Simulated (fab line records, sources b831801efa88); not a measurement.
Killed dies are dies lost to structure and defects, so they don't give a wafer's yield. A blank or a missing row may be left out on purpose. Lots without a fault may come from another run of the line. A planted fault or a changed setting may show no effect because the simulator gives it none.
Which tool did it? | flow gf180mcu | 11 lots, 33 wafers sampled, at 3 steps of a route of 602

WHAT THE GAUGES READ, wafer by wafer
GF_MIM_THK_MEAS_11: measures by xrf.
lot  | measured     | on            | MIM_ALCU_THK (nm)
L593 | day 24 05:03 | film_metro-04 | 209.4 207.4 207.4
L598 | day 26 01:14 | film_metro-04 | 204.6 206.5 206.8
L599 | day 26 10:04 | film_metro-03 | 205.2 208.0 204.2
L601 | day 27 05:16 | film_metro-03 | 208.3 207.3 209.0
L604 | day 28 07:19 | film_metro-01 | 204.0 205.7 206.4
L606 | day 29 00:05 | film_metro-01 | 205.4 204.5 202.9
L607 | day 29 04:03 | film_metro-03 | 206.2 206.0 204.7
L608 | day 29 13:05 | film_metro-04 | 200.5 205.2 201.7
L609 | day 29 16:30 | film_metro-01 | 202.9 205.8 202.5
L611 | day 30 08:25 | film_metro-01 | 201.5 201.8 203.6
L614 | day 31 04:27 | film_metro-01 | 203.4 202.4 208.2

WHICH TOOL RAN EACH LOT (tool, then ch and the chambers of the sampled wafers, then the start)
lot  | GF_M4_SPUTTER_01             | GF_MIM_SPUTTER_00
L593 | pvd_sputter-04, day 22 04:21 | pvd_sputter-02, day 24 04:31
L598 | pvd_sputter-04, day 24 01:07 | pvd_sputter-02, day 26 00:41
L599 | pvd_sputter-01, day 24 13:19 | pvd_sputter-01, day 26 09:31
L601 | pvd_sputter-01, day 25 09:10 | pvd_sputter-01, day 27 04:43
L604 | pvd_sputter-03, day 26 11:31 | pvd_sputter-01, day 28 06:47
L606 | pvd_sputter-01, day 27 06:05 | pvd_sputter-01, day 28 23:33
L607 | pvd_sputter-04, day 27 09:19 | pvd_sputter-04, day 29 03:31
L608 | pvd_sputter-01, day 27 19:47 | pvd_sputter-04, day 29 12:33
L609 | pvd_sputter-03, day 27 23:02 | pvd_sputter-02, day 29 15:58
L611 | pvd_sputter-03, day 28 15:04 | pvd_sputter-04, day 30 07:53
L614 | pvd_sputter-03, day 29 13:52 | pvd_sputter-04, day 31 03:55
- GF_M4_SPUTTER_01: material TiN, target thk 30 nm, time 25 s.
- GF_MIM_SPUTTER_00: material Ti, target thk 37.5 nm, time 150 s.

WHAT THE TOOLS THEMSELVES READ (means of the sampled wafers that have a number; where no wafer has one, the mark that the record gives instead)
GF_M4_SPUTTER_01.
lot  | tool           | throttle_valve_pct (%)
L593 | pvd_sputter-04 | 30.6
L598 | pvd_sputter-04 | 30.5
L599 | pvd_sputter-01 | 30.3
L601 | pvd_sputter-01 | 30.2
L604 | pvd_sputter-03 | 30.7
L606 | pvd_sputter-01 | 30.1
L607 | pvd_sputter-04 | 30.2
L608 | pvd_sputter-01 | 30.2
L609 | pvd_sputter-03 | 30.7
L611 | pvd_sputter-03 | 30.2
L614 | pvd_sputter-03 | 30.7

GF_MIM_SPUTTER_00.
lot  | tool           | throttle_valve_pct (%)
L593 | pvd_sputter-02 | 30.9
L598 | pvd_sputter-02 | 32.3
L599 | pvd_sputter-01 | 30.3
L601 | pvd_sputter-01 | 30.2
L604 | pvd_sputter-01 | 30.2
L606 | pvd_sputter-01 | 29.9
L607 | pvd_sputter-04 | 30.5
L608 | pvd_sputter-04 | 30.5
L609 | pvd_sputter-02 | 31.6
L611 | pvd_sputter-04 | 30.4
L614 | pvd_sputter-04 | 30.5

THE ANSWER, worked out from the rows above alone
Rule: what is usual is taken from the lots themselves. Put in order of their means at a reading, lots are off if they are a third of the lots or fewer, leave a main group of 4 or more, and stand apart from it by a gap of 3 or more times the standard deviation of the main group's means; of several such gaps the widest counts. A main group whose means are all the same, to the digits that the tables above print for the reading, isn't used. A lot without any number at a reading at which 4 lots or more have one is off too. The other lots that the step has rows for count as sound. The gauges are gone through in route order, then the tools' own readings, and for those a lot's mean is taken as printed above. The first step at which some lot is off is used, and at that step the reading that is off furthest; a lot without a number counts as furthest.
No lot is off at any reading shown: from this, nothing can be told.

WHAT THE SIMULATOR HAD PUT IN
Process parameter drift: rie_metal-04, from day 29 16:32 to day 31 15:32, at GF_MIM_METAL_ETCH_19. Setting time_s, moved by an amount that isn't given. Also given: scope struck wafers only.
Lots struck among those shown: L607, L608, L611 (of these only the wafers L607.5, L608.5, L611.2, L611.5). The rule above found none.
